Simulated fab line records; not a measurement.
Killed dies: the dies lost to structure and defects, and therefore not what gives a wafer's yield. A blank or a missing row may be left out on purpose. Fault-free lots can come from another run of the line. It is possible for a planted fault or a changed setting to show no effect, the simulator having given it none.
Problem report in the 8D (eight disciplines) form, filled by code | flow gf180mcu | the parts of the form that need people (team, actions taken, sign-off) are left out

## 1. WHAT WENT WRONG
V5_W_RS at GF_V5_RS_MEAS_24 reads a mean of 0.425 ohm/sq on 1 wafer of 1 lot; wafers without a fault read 0.325 ohm/sq with a standard deviation of 0.0037. Measured from the usual mean, that is +27 standard deviations.
The step: measures by four-point-probe.
First seen on wafer L227.2, day 32 03:28, on film-metro-02. At this step, 33 wafers from 11 lots have a number in the record. The rule behind "out" and "out of limits": a value lying over 4 standard deviations away from the usual mean. The other wafers with a number count as sound.

## 2. WHAT THIS IS AND IS NOT
question                    | is                | is not
which readings at this step | V5_W_RS           | -
which lots                  | L227              | L211, L212, L213, L215, L217, L218, L219, L228, L231, L233
which wafers of those lots  | L227.2            | L227.4, L227.6
read on which gauges        | film-metro-02     | film-metro-03
when                        | from day 32 03:28 | up to then (23 sound wafers); but 9 sound wafers of L228, L231, L233 came after

## 3. SUSPECTS, AND WHAT RULES EACH OUT
Counting: any tool at a process step up to the reading remains a suspect provided it ran every lot that is out. Sound lots after the first of them don't rule it out here, since some wafers of a struck lot are sound.
- the gauge at GF_V5_RS_MEAS_24: ruled out. All the wafers that are out were read on film-metro-02, but those of them that GF_V5_CMP_26 has rows for are out there too, on other tools.
- cvd-w-02 at GF_V5_CVD_23 (deposits W, target thk 350 nm, time 104.9 s): kept. It ran the lot that is out, L227 (day 32 03:20); its last sound lot up to then is L218 (day 30 03:27).
The count leaves cvd-w-02 at GF_V5_CVD_23.

## 4. THE CAUSE (what the simulator had put in)
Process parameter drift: cvd-w-02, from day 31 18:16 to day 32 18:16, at GF_V5_CVD_23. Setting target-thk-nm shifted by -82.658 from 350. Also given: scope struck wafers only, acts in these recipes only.
This tool alone remained once counting was done.

## 5. THE EFFECT CHAIN, in route order
One row per reading whose mean, taken over the struck wafers that have a number, lies over 3 standard deviations from the usual. Only readings whose record carries a usual standard deviation are examined. hours: median over the lots of the time between each lot's start at the first step of this table that gives one and its start at this step. sigmas: the change, counted in usual standard deviations.
hours | step              | reading            | usual        | on struck wafers | change | sigmas
0     | GF_V5_RS_MEAS_24  | V5_W_RS            | 0.325 ohm/sq | 0.425            | +0.100 | +27
0     | GF_V5_THK_MEAS_25 | V5_W_THK           | 344 nm       | 264              | -80    | -15
0     | GF_V5_CMP_26      | time-to-endpoint-s | 85 s         | 67               | -18    | -6.0
The process steps in it:
- GF_V5_CMP_26: polishes, stops on SiO2, t overpolish 15 s, target thk 0 nm.

## 6. HOW IT WOULD HAVE BEEN CAUGHT EARLIER
In this record the first reading out of limits at a measuring or inspecting step was taken at day 32 03:28, 9 hours after the fault began at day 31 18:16.
An alarm limit of 4 standard deviations would not have fired on the tool readings at GF_V5_CVD_23 for which the record gives a usual standard deviation, since none of them was out on any struck wafer.
By day 32 03:28, every lot that is out (1) had started GF_V5_CVD_23 on cvd-w-02. Tool hold at that time: it would have spared none of them.
